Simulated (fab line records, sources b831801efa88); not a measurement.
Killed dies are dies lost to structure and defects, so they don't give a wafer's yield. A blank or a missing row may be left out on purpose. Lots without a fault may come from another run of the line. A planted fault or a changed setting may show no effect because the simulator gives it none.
A sampling plan put to the test | flow gf180mcu | one fab line, 17 faults that these records tell of, each judged on the records of the lots that it struck
The plan is the line's own looks: the steps of the route at which a gauge or an inspection reads the wafer and doesn't change it. A look can be judged if struck wafers have a number there and the file gives its usual mean and standard deviation on fault-free wafers. Caught: at a look after the fault's first step, the mean of the struck wafers lies 4 or more of those standard deviations (sigma) from the usual mean. On the tool: the same test on the tool's own readings at the fault's steps. Another recipe on the struck wafers, or a record that is blank for them alone, also counts as caught.

THE FAULTS, as the simulator had put them in
1. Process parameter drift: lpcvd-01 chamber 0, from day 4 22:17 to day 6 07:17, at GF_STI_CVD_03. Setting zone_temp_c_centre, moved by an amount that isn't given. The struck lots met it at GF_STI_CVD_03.
2. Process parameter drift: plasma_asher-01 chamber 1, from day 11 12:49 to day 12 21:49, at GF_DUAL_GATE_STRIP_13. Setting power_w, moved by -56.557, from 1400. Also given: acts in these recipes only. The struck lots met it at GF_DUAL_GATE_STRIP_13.
3. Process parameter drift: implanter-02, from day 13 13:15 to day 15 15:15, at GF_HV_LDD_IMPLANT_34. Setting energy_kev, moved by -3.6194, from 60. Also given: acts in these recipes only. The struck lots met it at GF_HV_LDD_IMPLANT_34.
4. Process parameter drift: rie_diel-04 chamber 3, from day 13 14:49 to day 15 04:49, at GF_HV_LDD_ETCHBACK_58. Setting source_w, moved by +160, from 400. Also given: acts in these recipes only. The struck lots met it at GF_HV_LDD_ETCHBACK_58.
5. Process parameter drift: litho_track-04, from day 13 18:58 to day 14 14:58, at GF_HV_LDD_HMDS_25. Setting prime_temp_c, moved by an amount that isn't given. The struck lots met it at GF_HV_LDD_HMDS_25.
6. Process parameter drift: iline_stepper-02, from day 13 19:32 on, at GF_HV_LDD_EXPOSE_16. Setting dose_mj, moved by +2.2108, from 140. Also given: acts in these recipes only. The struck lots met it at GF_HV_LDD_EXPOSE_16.
7. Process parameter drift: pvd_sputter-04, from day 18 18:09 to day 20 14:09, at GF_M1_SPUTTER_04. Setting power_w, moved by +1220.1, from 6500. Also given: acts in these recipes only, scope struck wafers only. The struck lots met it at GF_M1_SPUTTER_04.
8. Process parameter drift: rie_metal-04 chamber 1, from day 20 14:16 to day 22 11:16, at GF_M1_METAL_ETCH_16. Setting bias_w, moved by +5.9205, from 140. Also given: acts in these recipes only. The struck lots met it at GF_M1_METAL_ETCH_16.
9. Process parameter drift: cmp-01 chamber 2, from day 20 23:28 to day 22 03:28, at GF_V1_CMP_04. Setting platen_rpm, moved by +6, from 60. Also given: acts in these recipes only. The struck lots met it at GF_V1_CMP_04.
10. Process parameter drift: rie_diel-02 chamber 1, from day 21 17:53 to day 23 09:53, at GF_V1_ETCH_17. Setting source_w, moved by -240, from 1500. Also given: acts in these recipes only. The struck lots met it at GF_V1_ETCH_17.
11. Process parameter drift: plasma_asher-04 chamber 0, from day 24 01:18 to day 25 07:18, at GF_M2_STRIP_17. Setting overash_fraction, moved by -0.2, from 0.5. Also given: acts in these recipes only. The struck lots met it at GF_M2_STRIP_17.
12. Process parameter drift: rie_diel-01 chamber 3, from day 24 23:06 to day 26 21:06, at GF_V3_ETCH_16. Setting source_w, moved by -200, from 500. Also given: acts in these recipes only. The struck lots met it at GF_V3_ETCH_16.
13. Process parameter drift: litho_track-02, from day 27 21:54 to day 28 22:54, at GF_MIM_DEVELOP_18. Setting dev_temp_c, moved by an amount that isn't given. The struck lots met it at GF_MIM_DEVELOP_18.
14. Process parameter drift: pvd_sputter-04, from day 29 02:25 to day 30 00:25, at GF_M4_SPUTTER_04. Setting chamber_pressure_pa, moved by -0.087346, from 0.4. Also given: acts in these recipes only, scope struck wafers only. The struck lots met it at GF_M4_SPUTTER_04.
15. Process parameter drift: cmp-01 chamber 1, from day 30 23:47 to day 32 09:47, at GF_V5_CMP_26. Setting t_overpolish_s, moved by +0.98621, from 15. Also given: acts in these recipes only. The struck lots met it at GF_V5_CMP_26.
16. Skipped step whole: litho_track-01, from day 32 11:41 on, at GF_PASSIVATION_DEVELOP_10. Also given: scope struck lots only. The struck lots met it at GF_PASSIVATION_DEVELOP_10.
17. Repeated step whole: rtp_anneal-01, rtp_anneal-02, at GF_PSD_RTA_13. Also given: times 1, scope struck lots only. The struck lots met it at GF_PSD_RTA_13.

WHAT THE PLAN SAW
fault | on the tool itself                               | first look that catches it                      | reading, sigma                                      | median hours from its first step to that look | hours from the fault's start to the first struck lot there | judged looks passed uncaught
1     | spike_tc_centre_C +8.3 sigma                     | none of the 2 looks that can be judged after it | -                                                   | -                                             | -                                                          | 2
2     | strip_time_to_endpoint_s +10 sigma               | not the one look that can be judged after it    | -                                                   | -                                             | -                                                          | 1
3     | beam_energy_keV -99 or beyond sigma              | no look after it can be judged                  | -                                                   | -                                             | -                                                          | 0
4     | rf_fwd_power_W +99 or beyond sigma               | not the one look that can be judged after it    | -                                                   | -                                             | -                                                          | 1
5     | prime_temp_c +19 sigma                           | not the one look that can be judged after it    | -                                                   | -                                             | -                                                          | 1
6     | exposure_dose_mJ_cm2 +15 sigma                   | none of the 2 looks that can be judged after it | -                                                   | -                                             | -                                                          | 2
7     | cathode_dc_power_W +99 or beyond sigma           | no look after it can be judged                  | -                                                   | -                                             | -                                                          | 0
8     | bias_w +15 sigma                                 | no look after it can be judged                  | -                                                   | -                                             | -                                                          | 0
9     | platen_rpm +99 or beyond sigma                   | none of the 2 looks that can be judged after it | -                                                   | -                                             | -                                                          | 2
10    | rf_fwd_power_W -51 sigma                         | no look after it can be judged                  | -                                                   | -                                             | -                                                          | 0
11    | under 2 sigma                                    | no look after it can be judged                  | -                                                   | -                                             | -                                                          | 0
12    | rf_fwd_power_W -91 sigma                         | not the one look that can be judged after it    | strongest: V5_CVD_02_THK at GF_V5_THK_MEAS_03, -2.9 | -                                             | -                                                          | 1
13    | developer_temp_C -7.9 sigma                      | no look after it can be judged                  | -                                                   | -                                             | -                                                          | 0
14    | chamber_pressure_pa -91 sigma                    | no look after it can be judged                  | -                                                   | -                                             | -                                                          | 0
15    | overpolish_run_s +99 or beyond sigma             | no look after it can be judged                  | -                                                   | -                                             | -                                                          | 0
16    | the tool's record is blank for the struck wafers | not the one look that can be judged after it    | -                                                   | -                                             | -                                                          | 1
17    | under 2 sigma                                    | no look after it can be judged                  | -                                                   | -                                             | -                                                          | 0
A dash: the fault isn't caught, or these records don't give the number.

Caught at a look: 0 of 17. Caught on the tool: 15 of 17. By one or the other: 15 of 17.
Caught on the tool alone: faults 1, 2, 3, 4, 5, 6, 7, 8, 9, 10, 12, 13, 14, 15, 16.
Caught by neither: faults 11, 17.
